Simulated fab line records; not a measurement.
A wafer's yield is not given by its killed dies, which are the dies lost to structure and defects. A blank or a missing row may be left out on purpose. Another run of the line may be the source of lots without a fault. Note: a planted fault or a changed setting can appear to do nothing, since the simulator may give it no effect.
Comparing a struck lot with a sound one / flow sky130 / 19 steps out of a route of 708
Sound: these wafers, L760.1, L760.5, L760.6. Wafers struck: L775.1, L775.4, L775.5. The cause is named last.
Order at every step that has rows: each side's tool, ch and its chambers, its first start. Under that, the readings that differ: sound wafers / struck wafers / difference of the means / sigmas: that difference in standard deviations of wafers without a fault.
alike: words and numbers the same on both sides, and readings whose means are apart by under 2 such deviations; not compared: readings that were withheld, readings missing a value for some wafer, numbers with overlapping values and no deviation given by the record, and bounds like >300 which may hide the same value.
The two part at a step that has a row with sigmas, a row that says differs or no value, or rows on one side only. Numbers that don't overlap but have no deviation are shown without sigmas and don't part them. A reading that every wafer of one side lacks parts them only if that side has two wafers or more.

first, 1 step without rows for these wafers: SKY_VIA1_ETCH_15 (etches SiO2 in C4F8/O2/Ar, stops on TiN, target depth 351 nm, time 54 s).
SKY_VIA1_STRIP_16: strips in O2/N2.
  sound on plasmaAsher-01 ch 0,1, day 35 17:59; struck on plasmaAsher-01 ch 0,1, day 40 13:33
  alike: drypumpMotorCurrentA, oesProductAu, stripTimeToEndpointS
  not compared: rfHoursCounterH
then, 4 steps without rows for these wafers: SKY_VIA1_STRIP_17 (strips in post etch residue remover, time 1200 s); SKY_VIA1_CLEAN_18 (cleans in IPA, time 180 s); SKY_VIA1_CLEAN_19 (cleans in O3/DIW); SKY_VIA1_SPUTTER_20 (material TiN, target thk 20 nm, time 80 s).
SKY_VIA1_CVD_21: deposits W, target thk 270 nm, time 80.902 s.
  sound on cvdW-02 ch 0,1, day 35 18:42; struck on cvdW-02 ch 1, day 40 14:13
  alike: heaterPowerW
SKY_VIA1_RS_MEAS_22: uses a four-point probe to measure.
  sound on filmMetro-02, day 35 18:47; struck on filmMetro-04, day 40 14:18
  alike: VIA1_W_RS
SKY_VIA1_THK_MEAS_23: measures by xrf.
  sound on filmMetro-02, day 35 18:55; struck on filmMetro-04, day 40 14:25
  alike: VIA1_W_THK
then, 1 step without rows for these wafers: SKY_VIA1_CMP_24 (polishes, stops on SiO2, t overpolish 15 s, target thk 0 nm).
SKY_METAL2_SPUTTER_00: material Ti, target thk 15 nm, time 10 s.
  sound on pvdSputter-04, day 35 19:16; struck on pvdSputter-04, day 40 14:47
  alike: throttleValvePct
then, 1 step without rows for these wafers: SKY_METAL2_SPUTTER_01 (material TiN, target thk 20 nm, time 16.7 s).
SKY_METAL2_SPUTTER_02: material AlCu, target thk 250 nm, time 13.3 s.
  sound on pvdSputter-04, day 35 19:19; struck on pvdSputter-04, day 40 14:50
reading=model.AlCu_of_METAL2_SPUTTER_02.thkNm (nm); sound=255.4 254.5 253.5; struck=224.1 220.1 221.7; difference=-32.5; sigmas=
  alike: throttleValvePct
SKY_METAL2_SPUTTER_03: material Ti, target thk 5 nm, time 3.3 s.
  sound on pvdSputter-04, day 35 19:20; struck on pvdSputter-04, day 40 14:51
  alike: throttleValvePct
SKY_METAL2_SPUTTER_04: material TiN, target thk 70 nm, time 58.3 s.
  sound on pvdSputter-04, day 35 19:22; struck on pvdSputter-04, day 40 14:52
  alike: throttleValvePct
SKY_METAL2_RS_MEAS_05: uses a four-point probe to measure.
  sound on filmMetro-03, day 35 19:25; struck on filmMetro-01, day 40 14:55
reading=METAL2_ALCU_RS (ohm/sq); sound=0.1239 0.1242 0.1249; struck=0.1415 0.1444 0.1430; difference=+0.0186; sigmas=+13
SKY_METAL2_THK_MEAS_06: measures by xrf.
  sound on filmMetro-03, day 35 19:32; struck on filmMetro-01, day 40 15:02
reading=METAL2_ALCU_THK (nm); sound=250 250 249; struck=221 219 220; difference=-30; sigmas=-10
then, 1 step without rows for these wafers: SKY_METAL2_DEHYDRATE_07 (time 60 s).
-- the record jumps here: 10 days lie between the struck wafers' starts before and after (it left off in module METAL2 and takes up again in module PAD_OPEN, whose first step shown is number 708 of the route) --
SKY_PAD_OPEN_PROBE_99:
  sound on prober-01, day 47 07:22; struck on prober-02, day 50 20:10
reading=killedAtOther; sound=0 0 7; struck=0 0 1; difference=-2; sigmas=-3
reading=model.etest.met2.lineOhmUm; sound=0.9157 0.9479 0.9336; struck=1.009 1.082 1.068; difference=+0.121; sigmas=
reading=model.etest.met2.rsOhmSq; sound=0.1263 0.1256 0.1268; struck=0.1455 0.1469 0.1443; difference=+0.0193; sigmas=
  alike: defectLimitedYield, killed_at_M0_to_M3, killed_at_M4_up, killedAtContacts, killedAtFrontEnd, killedDies, killedOnRim, killedOpen, killedShort, sort_bin_3_pad_short, sort_bin_5_function, sort_bin_6_memory, sortNPass, sortYieldPct

== WHERE THEY PART ==
At SKY_METAL2_RS_MEAS_05 first; at SKY_PAD_OPEN_PROBE_99 last (within this record only).

WHY: what had been put in by the simulator
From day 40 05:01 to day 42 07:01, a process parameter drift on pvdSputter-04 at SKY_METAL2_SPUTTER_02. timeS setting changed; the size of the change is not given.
